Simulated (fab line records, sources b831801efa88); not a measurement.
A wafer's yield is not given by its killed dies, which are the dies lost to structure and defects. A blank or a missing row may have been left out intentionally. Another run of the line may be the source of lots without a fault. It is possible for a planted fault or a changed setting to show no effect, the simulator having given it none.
Comparing a struck lot with a sound one ; flow sky130 ; 17 steps out of a route of 708
Sound: these wafers, L769.1, L769.2, L769.6. The struck wafers were L777.1, L777.3, L777.5. The cause comes at the end.
At each step with rows: each side's tool, then ch and its chambers, then its first start. Under that, the readings that differ: sound wafers ; struck wafers ; difference of the means ; sigmas: that difference in standard deviations of wafers without a fault.
alike: words and numbers the same on both sides, and readings whose means are apart by under 2 such deviations; not compared: readings that were withheld, readings missing a value for some wafer, numbers with overlapping values and no deviation given by the record, and bounds like >300 which may hide the same value.
The two part at a step that has a row with sigmas, a row that says differs or no value, or rows on one side only. Numbers that have no deviation but don't overlap get no sigmas and don't part them. Lack of a reading on every wafer of one side parts them only where that side has two or more wafers.

first, 5 steps without rows for these wafers: SKY_SD_N_COAT_02 (resist thk 1140 nm); SKY_SD_N_SOFTBAKE_03 (time 60 s); SKY_SD_N_EXPOSE_04 (exposes mask NSDM, target cd 380 nm); SKY_SD_N_PEB_05; SKY_SD_N_DEVELOP_06 (develop time 60 s).
SKY_SD_N_CD_MEAS_07 targets a cd of 380 nm.
  sound: cd_sem-01 at day 30 07:18; struck: cd_sem-01 at day 33 00:51
  alike: cd_nm
SKY_SD_N_OVL_MEAS_08:
  sound: overlay-02 at day 30 07:25; struck: overlay-02 at day 33 00:58
  alike: SD_N_OVL
then, 2 steps without rows for these wafers: SKY_SD_N_IMPLANT_09; SKY_SD_N_IMPLANT_10.
SKY_SD_N_STRIP_11: strips in O2/N2.
  sound on plasma_asher-01 ch 0,1, day 30 07:45; struck on plasma_asher-04 ch 0,1, day 33 01:18
  alike: drypump_motor_current_A, oes_product_au, strip_time_to_endpoint_s
  not compared: rf_hours_counter_h
SKY_SD_N_TW_MEAS_12:
  sound: film_metro-04 at day 30 07:51; struck: film_metro-03 at day 33 01:24
  alike: SD_N_TW
then, 1 step without rows for these wafers: SKY_SD_N_CLEAN_13 (cleans in SC1/SC2, time 150 s).
SKY_SD_N_RTA_14: time 2 s.
  sound on rtp_anneal-01 ch 0, day 30 07:58; struck on rtp_anneal-01 ch 0, day 33 01:31
reading;sound;struck;difference;sigmas
wafer_temp_C_max;1076.0 1078.9 1079.4;1086.8 1088.9 1084.9;+8.8;+6
  alike: lamp_power_pct
SKY_SD_N_RS_MEAS_16: measurement is done with a four-point probe.
  sound: film_metro-04 at day 30 08:08; struck: film_metro-02 at day 33 01:41
reading;sound;struck;difference;sigmas
SD_N_RS (ohm/sq);68.75 68.57 68.60;66.92 67.14 67.00;-1.62;-16
SKY_SD_N_RS_MEAS_17: measurement is done with a four-point probe.
  sound: film_metro-04 at day 30 08:16; struck: film_metro-02 at day 33 01:49
reading;sound;struck;difference;sigmas
SD_P_RS (ohm/sq);147.0 146.8 146.8;139.4 139.6 139.5;-7.4;-22
SKY_SD_N_RS_MEAS_18: measurement is done with a four-point probe.
  sound: film_metro-04 at day 30 08:23; struck: film_metro-02 at day 33 01:56
  alike: RES_XHIGH_RS
-- the record jumps here: 16 days lie between the struck wafers' starts before and after (it left off in module SD_N and takes up again in module PAD_OPEN, whose first step shown is number 708 of the route) --
SKY_PAD_OPEN_PROBE_99:
  sound: prober-01 at day 47 12:52; struck: prober-02 at day 49 11:37
reading;sound;struck;difference;sigmas
model.etest.res_xhigh_po.line_ohm_um;5882 5870 6152;5214 5186 5372;-711;
model.etest.res_xhigh_po.rs_ohm_sq;2065 2040 2154;1808 1803 1866;-261;
model.etest.pfet_01v8.r_on_ohm_um;2854 2936 2886;2765 2736 2751;-141;
model.etest.res_pdiff.line_ohm_um;1342 1363 1340;1268 1264 1235;-93;
model.etest.res_high_po.line_ohm_um;757.8 745.5 771.1;699.7 697.3 707.8;-56.5;
model.etest.licon_high_po.rc_ohm;360.4 346.3 362.2;320.5 316.6 325.5;-35.4;
model.etest.res_ndiff.line_ohm_um;752 759 745.8;739.9 726.6 724.5;-21.9;
model.etest.res_high_po.rs_ohm_sq;265.1 262.6 269;244.1 243.6 246.1;-21.0;
  alike: killed_at_M0_to_M3, killed_at_M4_up, killed_at_contacts, killed_at_front_end, killed_at_other, killed_dies, killed_open, killed_short

== WHERE THEY PART ==
First at SKY_SD_N_RTA_14; last, within this record, at SKY_SD_N_RS_MEAS_17. Later steps at which nothing parts them and some readings are alike: SKY_SD_N_RS_MEAS_18, SKY_PAD_OPEN_PROBE_99.

WHY: the cause the simulator had injected
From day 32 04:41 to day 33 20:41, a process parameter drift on rtp_anneal-01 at SKY_SD_N_RTA_14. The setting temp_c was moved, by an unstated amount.
